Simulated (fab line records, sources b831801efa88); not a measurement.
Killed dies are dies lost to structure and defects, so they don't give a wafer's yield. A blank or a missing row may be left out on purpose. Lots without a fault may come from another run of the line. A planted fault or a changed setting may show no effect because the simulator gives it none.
Which tool did it? | flow gf180mcu | 7 lots, 21 wafers sampled, at 2 steps of a route of 602

WHAT THE GAUGES READ, wafer by wafer
GF_STI_THK_MEAS_24.
lot  | measured    | on            | STI_CVD_23_THK (nm)
L454 | day 2 09:25 | film_metro-03 | 658 666 670
L456 | day 2 19:18 | film_metro-03 | 664 664 668
L460 | day 3 14:48 | film_metro-04 | 664 666 666
L463 | day 4 07:06 | film_metro-01 | 662 663 659
L467 | day 5 04:34 | film_metro-01 | 656 655 648
L470 | day 5 19:49 | film_metro-04 | 672 666 654
L476 | day 7 02:24 | film_metro-01 | 675 676 673

WHICH TOOL RAN EACH LOT (tool, then ch and the chambers of the sampled wafers, then the start)
lot  | GF_STI_ETCH_14
L454 | rie_si-01 ch 0,3, day 2 07:38
L456 | rie_si-02 ch 1,2,3, day 2 16:46
L460 | rie_si-01 ch 2,3, day 3 12:06
L463 | rie_si-02 ch 0,1,3, day 4 04:21
L467 | rie_si-02 ch 0,3, day 5 02:45
L470 | rie_si-02 ch 0,1, day 5 18:02
L476 | rie_si-01 ch 0,2,3, day 7 00:20
- GF_STI_ETCH_14: etches Si in HBr/Cl2/O2, target depth 360 nm, time 102.9 s.

THE ANSWER, worked out from the rows above alone
Rule: what is usual is taken from the lots themselves. Put in order of their means at a reading, lots are off if they are a third of the lots or fewer, leave a main group of 4 or more, and stand apart from it by a gap of 3 or more times the standard deviation of the main group's means; of several such gaps the widest counts. A main group whose means are all the same, to the digits that the tables above print for the reading, isn't used. A lot without any number at a reading at which 4 lots or more have one is off too. The other lots that the step has rows for count as sound.
No lot is off at any reading shown: from this, nothing can be told.

WHAT THE SIMULATOR HAD PUT IN
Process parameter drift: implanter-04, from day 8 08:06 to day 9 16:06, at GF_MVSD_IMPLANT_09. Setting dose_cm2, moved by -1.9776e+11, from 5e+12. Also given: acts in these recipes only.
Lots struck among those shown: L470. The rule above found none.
